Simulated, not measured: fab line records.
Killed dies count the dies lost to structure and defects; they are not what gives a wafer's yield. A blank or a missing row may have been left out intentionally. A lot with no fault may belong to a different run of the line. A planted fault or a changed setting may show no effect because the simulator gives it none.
Which tool was responsible? / flow sky130 / Sampling: 6 lots, 18 wafers, 3 of 708 route steps

WHAT EACH GAUGE READ, for each wafer
SKY_NWELL_TW_MEAS_15.
lot=L451; measured=day 5 20:21; on=filmMetro-01; NWELL_TW=1832 1822 1816
lot=L453; measured=day 6 07:27; on=filmMetro-01; NWELL_TW=1820 1826 1816
lot=L458; measured=day 7 13:33; on=filmMetro-01; NWELL_TW=1814 1817 1820
lot=L462; measured=day 8 09:26; on=filmMetro-03; NWELL_TW=1846 1841 1838
lot=L464; measured=day 8 20:59; on=filmMetro-01; NWELL_TW=1830 1822 1835
lot=L467; measured=day 9 15:26; on=filmMetro-01; NWELL_TW=1833 1820 1832

WHICH TOOL RAN EACH LOT (tool, then ch and the chambers of the sampled wafers, then the start)
lot=L451; SKY_FIELD_ISO_ETCH_14=rieDiel-02 ch 1,2,3, day 3 08:22; SKY_PWDE_STRIP_09=plasmaAsher-02 ch 0,1, day 5 01:17
lot=L453; SKY_FIELD_ISO_ETCH_14=rieDiel-04 ch 1,2,3, day 3 17:59; SKY_PWDE_STRIP_09=plasmaAsher-02 ch 0,1, day 5 11:59
lot=L458; SKY_FIELD_ISO_ETCH_14=rieDiel-02 ch 1,2,3, day 4 21:32; SKY_PWDE_STRIP_09=plasmaAsher-04 ch 1, day 6 17:50
lot=L462; SKY_FIELD_ISO_ETCH_14=rieDiel-01 ch 0,3, day 5 16:40; SKY_PWDE_STRIP_09=plasmaAsher-02 ch 0,1, day 7 13:58
lot=L464; SKY_FIELD_ISO_ETCH_14=rieDiel-01 ch 1,2,3, day 6 03:47; SKY_PWDE_STRIP_09=plasmaAsher-03 ch 0,1, day 8 00:17
lot=L467; SKY_FIELD_ISO_ETCH_14=rieDiel-02 ch 0,1,3, day 6 19:31; SKY_PWDE_STRIP_09=plasmaAsher-02 ch 0,1, day 8 17:35
- SKY_FIELD_ISO_ETCH_14: etches BARC in N2/H2, stops on SiO2, time 45.9 s, target depth 60 nm.
- SKY_PWDE_STRIP_09: strips in O2/N2.

THE ANSWER, worked out from the rows above alone
Rule: the lots themselves supply what counts as usual. The widest of any qualifying gaps counts: lots, ordered by their means at a reading, are off when they make up no more than a third of the lots, leave a main group of 4 or more, and stand apart from it by 3 or more times the standard deviation of that group's means. The tables above print the reading to a certain number of digits; a main group whose means all agree to those digits is not used. A lot without any number at a reading at which 4 lots or more have one is off too. The other lots that the step has rows for count as sound.
No lot is off on any of the readings shown, so nothing can be concluded from this.

WHAT THE SIMULATOR HAD INSERTED
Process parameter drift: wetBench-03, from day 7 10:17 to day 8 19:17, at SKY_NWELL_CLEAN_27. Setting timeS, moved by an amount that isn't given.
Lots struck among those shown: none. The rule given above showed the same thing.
